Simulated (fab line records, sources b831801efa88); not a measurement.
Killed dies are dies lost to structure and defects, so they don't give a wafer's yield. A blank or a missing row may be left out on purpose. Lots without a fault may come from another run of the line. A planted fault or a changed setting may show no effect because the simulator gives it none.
Tool commonality check | flow sky130 | 11 lots, 36 wafers sampled

WHY IT WAS OPENED
At SKY_VT_ADJUST_LVTN_TW_MEAS_21 the reading VT_ADJUST_LVTN_2_TW is flagged on 1 of 11 lots. Wafers without a fault read 187.5, standard deviation 1.2.
Rule: a lot is flagged when every wafer of it that has a number lies more than 4 standard deviations from that mean, or none has a number. The other lots count as sound.

lot  | measured     | on            | VT_ADJUST_LVTN_2_TW, wafer by wafer | flag
L209 | day 9 06:43  | film_metro-04 | 189.6 188.6 189.5                   |
L210 | day 9 11:53  | film_metro-01 | 188.4 187.6 189.4                   |
L212 | day 10 02:28 | film_metro-01 | 188.4 187.9 187.9                   |
L213 | day 10 13:28 | film_metro-04 | 30.1 30.0 30.2 30.0 30.1 30.0       | FLAGGED
L216 | day 11 03:35 | film_metro-01 | 189.4 188.5 188.4                   |
L217 | day 11 09:43 | film_metro-02 | 185.8 185.9 186.6                   |
L222 | day 12 19:22 | film_metro-02 | 186.2 185.8 186.0                   |
L223 | day 13 02:19 | film_metro-04 | 187.6 188.0 186.6                   |
L224 | day 13 09:01 | film_metro-04 | 187.4 188.6 187.9                   |
L225 | day 13 16:06 | film_metro-01 | 188.7 188.3 187.6                   |
L227 | day 14 01:18 | film_metro-02 | 186.1 186.2 185.2                   |
The numbers of the flagged lots are 30.1 on average: -157.4 against the usual, or -99 or more standard deviations.

WHICH TOOL RAN EACH LOT
The record holds 2 process steps before the reading, out of a route of 708 steps. In each cell: the tool, then ch and the chambers that the sampled wafers went through, then the start.
lot  | flag    | SKY_VT_ADJUST_LVTN_STRIP_09          | SKY_VT_ADJUST_LVTN_STRIP_20
L209 |         | plasma_asher-02 ch 0,1, day 8 09:01  | plasma_asher-04 ch 0,1, day 9 06:37
L210 |         | plasma_asher-03 ch 0,1, day 8 14:25  | plasma_asher-03 ch 1, day 9 11:46
L212 |         | plasma_asher-03 ch 0,1, day 9 04:22  | plasma_asher-04 ch 0,1, day 10 02:21
L213 | FLAGGED | plasma_asher-03 ch 0,1, day 9 14:37  | plasma_asher-02 ch 0,1, day 10 13:21
L216 |         | plasma_asher-04 ch 0,1, day 10 03:37 | plasma_asher-04 ch 0,1, day 11 03:28
L217 |         | plasma_asher-04 ch 0,1, day 10 10:19 | plasma_asher-02 ch 0,1, day 11 09:36
L222 |         | plasma_asher-02 ch 0,1, day 11 17:57 | plasma_asher-04 ch 0,1, day 12 19:15
L223 |         | plasma_asher-02 ch 0, day 12 01:28   | plasma_asher-02 ch 0,1, day 13 02:13
L224 |         | plasma_asher-02 ch 0,1, day 12 08:31 | plasma_asher-04 ch 1, day 13 08:55
L225 |         | plasma_asher-04 ch 1, day 12 16:04   | plasma_asher-04 ch 1, day 13 16:00
L227 |         | plasma_asher-04 ch 0,1, day 13 01:39 | plasma_asher-02 ch 0,1, day 14 01:12
What these steps do:
- SKY_VT_ADJUST_LVTN_STRIP_09: strips in O2/N2.
- SKY_VT_ADJUST_LVTN_STRIP_20: strips in O2/N2.
- SKY_VT_ADJUST_LVTN_TW_MEAS_21

FLAGGED OVER TOTAL, TOOL BY TOOL (the gauges that took the reading come last)
step                          | tool            | lots run | flagged | share of the flagged lots | sound lots run after its first flagged lot
SKY_VT_ADJUST_LVTN_STRIP_09   | plasma_asher-02 | 4        | 0       | none                      | -
SKY_VT_ADJUST_LVTN_STRIP_09   | plasma_asher-03 | 3        | 1       | all                       | 0
SKY_VT_ADJUST_LVTN_STRIP_09   | plasma_asher-04 | 4        | 0       | none                      | -
SKY_VT_ADJUST_LVTN_STRIP_20   | plasma_asher-02 | 4        | 1       | all                       | 3 (L217,L223,L227)
SKY_VT_ADJUST_LVTN_STRIP_20   | plasma_asher-03 | 1        | 0       | none                      | -
SKY_VT_ADJUST_LVTN_STRIP_20   | plasma_asher-04 | 6        | 0       | none                      | -
SKY_VT_ADJUST_LVTN_TW_MEAS_21 | film_metro-01   | 4        | 0       | none                      | -
SKY_VT_ADJUST_LVTN_TW_MEAS_21 | film_metro-02   | 3        | 0       | none                      | -
SKY_VT_ADJUST_LVTN_TW_MEAS_21 | film_metro-04   | 4        | 1       | all                       | 2 (L223,L224)

WHAT THE TABLE ALLOWS
3 rows of the table ran every flagged lot: plasma_asher-03 at SKY_VT_ADJUST_LVTN_STRIP_09, plasma_asher-02 at SKY_VT_ADJUST_LVTN_STRIP_20, film_metro-04 at SKY_VT_ADJUST_LVTN_TW_MEAS_21.
- plasma_asher-03 at SKY_VT_ADJUST_LVTN_STRIP_09: 1 of its 3 lots flagged. Its last sound lot is L212 (day 9 04:22), its first flagged lot L213 (day 9 14:37): a fault that began between those two fits. Its own readings lie more than 4 standard deviations out on every wafer of the flagged lots: oes_product_au.
- plasma_asher-02 at SKY_VT_ADJUST_LVTN_STRIP_20: 1 of its 4 lots flagged. Sound lots ran on it after the first flagged one (L217, L223, L227), which a lasting fault on the whole tool wouldn't allow. Its own readings lie more than 4 standard deviations out on every wafer of the flagged lots: strip_time_to_endpoint_s.
- film_metro-04 at SKY_VT_ADJUST_LVTN_TW_MEAS_21: 1 of its 4 lots flagged. Sound lots ran on it after the first flagged one (L223, L224), which a lasting fault on the whole tool wouldn't allow.
One tool is left: plasma_asher-03 at SKY_VT_ADJUST_LVTN_STRIP_09.

WHAT THE SIMULATOR HAD PUT IN
Strip aborted: plasma_asher-03, from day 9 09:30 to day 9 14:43, at SKY_VT_ADJUST_LVTN_STRIP_09. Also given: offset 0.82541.
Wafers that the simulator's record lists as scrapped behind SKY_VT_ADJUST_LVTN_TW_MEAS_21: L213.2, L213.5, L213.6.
Lots struck among those shown: L213. The rule above found the same.
